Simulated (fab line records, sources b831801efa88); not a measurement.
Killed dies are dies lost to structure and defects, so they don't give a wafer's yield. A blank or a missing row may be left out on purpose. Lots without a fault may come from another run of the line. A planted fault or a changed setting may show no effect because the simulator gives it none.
Which tool did it? | flow sky130 | 6 lots, 18 wafers sampled, at 1 step of a route of 708

WHAT THE GAUGES READ, wafer by wafer
SKY_GATE_OXIDE_THK_MEAS_02.
lot  | measured     | on            | GATE_OXIDE_OXIDATION_00_THK (nm)
L711 | day 13 16:40 | film_metro-02 | 10.59 10.40 10.24
L713 | day 14 08:03 | film_metro-03 | 10.46 10.50 10.41
L716 | day 15 11:40 | film_metro-04 | 10.07 9.89 10.07
L724 | day 18 10:03 | film_metro-02 | 10.65 10.75 10.76
L728 | day 20 00:22 | film_metro-03 | 10.38 10.66 10.31
L731 | day 20 18:51 | film_metro-04 | 10.28 10.29 10.36

WHICH TOOL RAN EACH LOT (tool, then ch and the chambers of the sampled wafers, then the start)
The record holds no process step before these readings.

THE ANSWER, worked out from the rows above alone
Rule: what is usual is taken from the lots themselves. Put in order of their means at a reading, lots are off if they are a third of the lots or fewer, leave a main group of 4 or more, and stand apart from it by a gap of 3 or more times the standard deviation of the main group's means; of several such gaps the widest counts. A main group whose means are all the same, to the digits that the tables above print for the reading, isn't used. A lot without any number at a reading at which 4 lots or more have one is off too. The other lots that the step has rows for count as sound.
No lot is off at any reading shown: from this, nothing can be told.

WHAT THE SIMULATOR HAD PUT IN
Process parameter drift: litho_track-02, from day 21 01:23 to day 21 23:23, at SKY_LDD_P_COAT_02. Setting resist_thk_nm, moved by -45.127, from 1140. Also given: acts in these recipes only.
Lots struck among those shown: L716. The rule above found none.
